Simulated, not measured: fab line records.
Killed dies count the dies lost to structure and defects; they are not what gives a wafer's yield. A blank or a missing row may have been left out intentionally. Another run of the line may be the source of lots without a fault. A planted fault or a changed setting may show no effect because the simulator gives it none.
Which tool was responsible?	flow gf180mcu	Sampling: 13 lots, 39 wafers, 6 of 602 route steps

WHAT THE GAUGES READ, wafer by wafer
GF_POLY_GATE_THK_MEAS_17. Usual: for POLY_GATE_OXIDATION_THK the level is 3.97 nm and the standard deviation is 0.07.
lot	measured	on	POLY_GATE_OXIDATION_THK (nm)	flag
L518	day 9 06:54	film-metro-02	4.02 4.04 3.95	
L519	day 9 17:13	film-metro-02	3.92 3.96 3.93	
L520	day 9 23:07	film-metro-01	3.92 3.98 3.94	
L523	day 10 20:11	film-metro-02	3.91 3.87 3.86	
L524	day 11 00:53	film-metro-02	3.93 3.93 3.88	
L528	day 12 09:01	film-metro-01	4.01 3.94 3.87	
L530	day 12 23:16	film-metro-02	3.99 4.06 3.99	
L531	day 13 02:40	film-metro-02	3.99 4.00 3.93	
L534	day 14 05:49	film-metro-02	4.03 4.04 4.12	
L535	day 14 15:16	film-metro-02	3.91 3.91 3.90	
L537	day 15 08:51	film-metro-01	4.06 4.01 4.01	
L539	day 15 18:23	film-metro-01	3.92 3.99 3.92	
L540	day 16 00:03	film-metro-03	4.02 4.00 4.02	

GF_HV_LDD_OVL_MEAS_20. Usual: for HV_LDD_01_OVL the level is -0.9 nm and the standard deviation is 1.2.
lot	measured	on	HV_LDD_01_OVL (nm)	flag
L518	day 10 18:10	overlay-01	-0.2 0.7 0.7	
L519	day 11 05:14	overlay-01	0.5 0.0 2.4	
L520	day 11 11:33	overlay-02	-2.7 -2.2 -1.7	
L523	day 12 10:35	overlay-02	-0.6 -1.3 1.3	
L524	day 12 15:46	overlay-01	-1.5 -1.3 -3.1	
L528	day 14 00:55	overlay-01	-0.9 -1.0 0.0	
L530	day 14 16:26	overlay-02	-0.7 -2.6 -1.5	
L531	day 14 21:06	overlay-02	-1.6 -1.3 -2.0	
L534	day 15 23:29	overlay-01	-1.3 1.0 -0.4	
L535	day 16 11:46	overlay-01	0.6 -0.6 0.8	
L537	day 17 06:22	overlay-02	-3.1 -2.9 -2.0	
L539	day 17 16:16	overlay-01	-1.5 -2.5 -1.8	
L540	day 17 22:26	overlay-01	-1.2 -0.6 -1.6	

GF_HV_LDD_TW_MEAS_38. Usual: for HV_LDD_3_TW the level is 1447 and the standard deviation is 9.9.
lot	measured	on	HV_LDD_3_TW	flag
L518	day 11 13:35	film-metro-04	1454 1448 1445	
L519	day 12 01:14	film-metro-01	1436 1439 1431	
L520	day 12 07:50	film-metro-03	1440 1445 1447	
L523	day 13 06:54	film-metro-01	1438 1438 1437	
L524	day 13 12:54	film-metro-03	1458 1457 1461	
L528	day 14 23:18	film-metro-03	1473 1470 1469	
L530	day 15 15:23	film-metro-03	1363 1363 1363	OFF
L531	day 15 19:53	film-metro-03	1358 1359 1363	OFF
L534	day 16 23:08	film-metro-03	1452 1458 1455	
L535	day 17 11:00	film-metro-04	1446 1451 1453	
L537	day 18 07:14	film-metro-01	1441 1437 1438	
L539	day 18 17:35	film-metro-01	1440 1445 1439	
L540	day 18 23:43	film-metro-04	1440 1443 1450	

GF_HV_LDD_RS_MEAS_53: uses a four-point probe to measure. Usual: for HV_LDD_RS the level is 418.6 ohm/sq and the standard deviation is 0.99.
lot	measured	on	HV_LDD_RS (ohm/sq)	flag
L518	day 12 09:17	film-metro-03	420.3 420.2 419.6	
L519	day 12 20:50	film-metro-04	418.9 418.6 418.7	
L520	day 13 03:42	film-metro-01	418.9 419.5 419.2	
L523	day 14 04:04	film-metro-04	417.4 418.7 419.7	
L524	day 14 10:38	film-metro-01	419.0 418.7 417.4	
L528	day 15 21:12	film-metro-01	418.9 418.0 417.7	
L530	day 16 13:24	film-metro-04	435.1 434.3 435.0	OFF
L531	day 16 19:12	film-metro-04	436.5 434.7 436.2	OFF
L534	day 17 22:50	film-metro-03	418.4 419.0 417.9	
L535	day 18 11:29	film-metro-01	418.5 418.9 418.3	
L537	day 19 07:41	film-metro-03	420.3 419.4 419.9	
L539	day 19 18:32	film-metro-04	418.0 419.3 419.7	
L540	day 20 00:52	film-metro-01	417.3 417.3 416.9	

WHAT TOOL EACH LOT RAN ON (gives the tool, then ch and the chambers of the sampled wafers, and finally the start)
lot	GF_HV_LDD_IMPLANT_34	GF_HV_LDD_RTA_52
L518	implanter-03 ch 0, day 11 13:03	rtp-anneal-02 ch 0, day 12 09:13
L519	implanter-03 ch 0, day 12 00:42	rtp-anneal-01 ch 0, day 12 20:45
L520	implanter-02 ch 0, day 12 07:17	rtp-anneal-01 ch 0, day 13 03:38
L523	implanter-02 ch 0, day 13 06:21	rtp-anneal-02 ch 0, day 14 04:00
L524	implanter-02 ch 0, day 13 12:22	rtp-anneal-01 ch 0, day 14 10:30
L528	implanter-03 ch 0, day 14 22:47	rtp-anneal-01 ch 0, day 15 21:07
L530	implanter-02 ch 0, day 15 14:50	rtp-anneal-01 ch 0, day 16 13:20
L531	implanter-02 ch 0, day 15 19:20	rtp-anneal-01 ch 0, day 16 19:08
L534	implanter-01 ch 0, day 16 22:35	rtp-anneal-02 ch 0, day 17 22:45
L535	implanter-01 ch 0, day 17 10:29	rtp-anneal-02 ch 0, day 18 11:24
L537	implanter-02 ch 0, day 18 06:43	rtp-anneal-01 ch 0, day 19 07:37
L539	implanter-03 ch 0, day 18 17:04	rtp-anneal-02 ch 0, day 19 18:28
L540	implanter-03 ch 0, day 18 23:10	rtp-anneal-02 ch 0, day 20 00:48
- GF_HV_LDD_IMPLANT_34
- GF_HV_LDD_RTA_52: time 10 s.

AS READ BY THE TOOLS THEMSELVES (means over the sampled wafers that have a number; for cases with no such wafer, the mark the record gives instead)
GF_HV_LDD_IMPLANT_34. Usual: beam-on-s 10.02 s, standard deviation 0.2; dose-ions-cm2 7.501e+12, standard deviation 8.7e+09; faraday-current-uA 42.2, standard deviation 0.83; rotation-deg 89.997 degrees, standard deviation 0.027.
lot	tool	beam-on-s (s)	dose-ions-cm2	faraday-current-uA	rotation-deg (degrees)	flag
L518	implanter-03	9.94	7.496e+12	42.5	89.993	
L519	implanter-03	10.01	7.500e+12	42.4	90.020	
L520	implanter-02	10.01	7.505e+12	42.1	89.984	
L523	implanter-02	10.01	7.501e+12	42.1	89.983	
L524	implanter-02	10.01	7.494e+12	42.2	89.992	
L528	implanter-03	9.86	7.502e+12	42.8	89.991	
L530	implanter-02	10.24	1.557e+12	8.6	90.015	OFF
L531	implanter-02	9.97	1.550e+12	8.7	89.958	OFF
L534	implanter-01	9.89	7.504e+12	42.9	89.981	
L535	implanter-01	9.89	7.496e+12	42.8	90.016	
L537	implanter-02	9.90	7.504e+12	42.6	90.002	
L539	implanter-03	10.12	7.496e+12	41.7	90.012	
L540	implanter-03	9.97	7.506e+12	42.4	89.963	

GF_HV_LDD_RTA_52. Usual: lamp-power-pct 31.81 %, standard deviation 0.036; wafer_temp_C_max 1005.1, standard deviation 1.2.
lot	tool	lamp-power-pct (%)	wafer_temp_C_max	flag
L518	rtp-anneal-02	31.83	1006.1	
L519	rtp-anneal-01	31.76	1004.5	
L520	rtp-anneal-01	31.78	1003.9	
L523	rtp-anneal-02	31.83	1005.9	
L524	rtp-anneal-01	31.82	1004.3	
L528	rtp-anneal-01	31.80	1004.2	
L530	rtp-anneal-01	31.79	1004.8	
L531	rtp-anneal-01	31.76	1003.9	
L534	rtp-anneal-02	31.83	1004.8	
L535	rtp-anneal-02	31.80	1006.2	
L537	rtp-anneal-01	31.77	1004.7	
L539	rtp-anneal-02	31.86	1005.7	
L540	rtp-anneal-02	31.83	1006.3	

THE ANSWER, worked out from the rows above alone
Rule: a lot is off if the mean of its wafers that have a number lies more than 3 standard deviations from the usual mean. Also off: a lot with no number at a reading for which 4 or more lots have one. Any other lot the step has rows for is counted as sound. The gauges are gone through in route order, then the tools' own readings, and for those a lot's mean is taken as printed above. The first step at which some lot is off is used, and at that step the reading that is off furthest; a lot without a number counts as furthest.
Off: L530, L531, at GF_HV_LDD_TW_MEAS_38 (HV_LDD_3_TW).
A tool fits if, at a process step before that reading, it ran every lot that is off, and no sound lot after the first of them. Not tried: the gauges at GF_HV_LDD_TW_MEAS_38; whatever is off there is also off at GF_HV_LDD_RS_MEAS_53, on other tools, and gauge error can't account for it. Of those tried, none fits.

WHAT THE SIMULATOR HAD PUT IN
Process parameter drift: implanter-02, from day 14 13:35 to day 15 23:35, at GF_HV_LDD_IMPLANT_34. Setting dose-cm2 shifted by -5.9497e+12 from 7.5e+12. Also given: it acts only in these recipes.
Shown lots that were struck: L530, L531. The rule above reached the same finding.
